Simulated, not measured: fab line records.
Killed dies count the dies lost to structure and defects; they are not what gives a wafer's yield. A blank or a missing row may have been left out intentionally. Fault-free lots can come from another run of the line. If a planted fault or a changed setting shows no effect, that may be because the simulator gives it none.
Which tool did it? || flow sky130 || 18 wafers sampled from 6 lots at 1 step of a route of 708

WHAT EACH GAUGE READ, for each wafer
SKY_METAL1_OVL_MEAS_16.
{"lot": "L185", "measured": "day 33 02:32", "on": "overlay-01", "METAL1_OVL (nm)": "-5 7 5"}
{"lot": "L187", "measured": "day 33 20:52", "on": "overlay-02", "METAL1_OVL (nm)": "0 -3 3"}
{"lot": "L189", "measured": "day 34 19:53", "on": "overlay-02", "METAL1_OVL (nm)": "5 5 7"}
{"lot": "L195", "measured": "day 36 15:02", "on": "overlay-02", "METAL1_OVL (nm)": "5 3 14"}
{"lot": "L203", "measured": "day 38 20:18", "on": "overlay-02", "METAL1_OVL (nm)": "-12 4 -2"}
{"lot": "L206", "measured": "day 39 12:43", "on": "overlay-01", "METAL1_OVL (nm)": "3 5 3"}

WHAT TOOL EACH LOT RAN ON (gives the tool, then ch and the chambers of the sampled wafers, and finally the start)
No process step before these readings appears in the record.

THE ANSWER, worked out from the rows above alone
Rule: what is usual is taken from the lots themselves. Put in order of their means at a reading, lots are off if they are a third of the lots or fewer, leave a main group of 4 or more, and stand apart from it by a gap of 3 or more times the standard deviation of the main group's means; of several such gaps the widest counts. The tables above print the reading to a certain number of digits; a main group whose means all agree to those digits is not used. Also off: a lot with no number at a reading for which 4 or more lots have one. The other lots that the step has rows for count as sound.
No lot is off on any of the readings shown, so nothing can be concluded from this.

WHAT HAD BEEN PUT IN BY THE SIMULATOR
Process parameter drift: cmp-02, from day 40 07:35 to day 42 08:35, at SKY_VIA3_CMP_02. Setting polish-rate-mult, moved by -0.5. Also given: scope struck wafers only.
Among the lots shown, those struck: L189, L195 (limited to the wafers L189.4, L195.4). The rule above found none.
